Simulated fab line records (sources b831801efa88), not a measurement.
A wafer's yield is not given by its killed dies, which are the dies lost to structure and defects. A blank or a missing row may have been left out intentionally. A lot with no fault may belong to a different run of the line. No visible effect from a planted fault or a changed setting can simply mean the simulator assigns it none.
A sampling plan put to the test	flow sky130	one fab line, 7 faults that these records tell of, each judged on the records of the lots that it struck; 4 more are left out, because the records don't allow judging them
What counts as the plan is the set of the line's own looks, namely the steps on the route at which a gauge or an inspection reads a wafer and does not change it. Where struck wafers have a number at a look and the file lists that look's usual mean and standard deviation on fault-free wafers, the look can be judged. Caught: the struck wafers' mean, at a look after the fault's first step, is 4 or more of those standard deviations (sigma) away from the usual mean. On the tool: the identical test, applied to the tool's own readings at the steps of the fault. It also counts as caught if the struck wafers ran another recipe or if their record alone is blank.

== THE FAULTS, as the simulator had put them in ==
1. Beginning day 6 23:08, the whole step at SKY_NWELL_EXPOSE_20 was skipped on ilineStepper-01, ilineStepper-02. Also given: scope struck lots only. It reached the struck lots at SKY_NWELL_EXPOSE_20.
2. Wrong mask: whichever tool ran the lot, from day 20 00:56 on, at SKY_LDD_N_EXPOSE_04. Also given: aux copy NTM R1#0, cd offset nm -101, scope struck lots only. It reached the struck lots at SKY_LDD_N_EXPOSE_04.
3. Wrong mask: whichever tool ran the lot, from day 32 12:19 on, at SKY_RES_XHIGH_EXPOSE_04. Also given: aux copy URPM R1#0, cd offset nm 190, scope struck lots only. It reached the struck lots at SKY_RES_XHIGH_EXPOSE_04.
4. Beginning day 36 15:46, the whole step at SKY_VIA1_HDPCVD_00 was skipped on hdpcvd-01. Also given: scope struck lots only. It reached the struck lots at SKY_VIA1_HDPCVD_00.
5. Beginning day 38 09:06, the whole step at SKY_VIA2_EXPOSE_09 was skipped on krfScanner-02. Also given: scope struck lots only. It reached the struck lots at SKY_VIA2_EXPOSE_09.
6. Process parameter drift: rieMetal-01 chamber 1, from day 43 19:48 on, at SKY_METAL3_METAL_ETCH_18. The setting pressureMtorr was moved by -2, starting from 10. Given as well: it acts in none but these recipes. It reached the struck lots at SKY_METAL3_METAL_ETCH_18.
7. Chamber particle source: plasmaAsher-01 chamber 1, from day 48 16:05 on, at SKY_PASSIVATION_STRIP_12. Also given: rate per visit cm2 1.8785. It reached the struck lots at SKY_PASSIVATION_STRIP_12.

== WHAT THE PLAN SAW ==
fault	on the tool itself	first look that catches it	reading, sigma	median hours from its first step to that look	hours from the fault's start to the first struck lot there	judged looks passed uncaught
1	no reading that can be judged	no look after it can be judged	-	-	-	0
2	no reading that can be judged	none of the 2 looks that can be judged after it	-	-	-	2
3	under 2 sigma	no look after it can be judged	-	-	-	0
4	the tool's record is blank for the struck wafers	no look after it can be judged	-	-	-	0
5	no reading that can be judged	no look after it can be judged	-	-	-	0
6	chamberPressureMTorr -99 or beyond sigma	none of the 2 looks that can be judged after it	-	-	-	2
7	under 2 sigma	no look after it can be judged	-	-	-	0
Dash: fault not caught, or number not given in these records.

Caught at a look: 0 of 7. Caught on the tool: 2 of 7. By one or the other: 2 of 7.
Faults caught by the tool alone: 4, 6.
Caught by neither: faults 1, 2, 3, 5, 7.
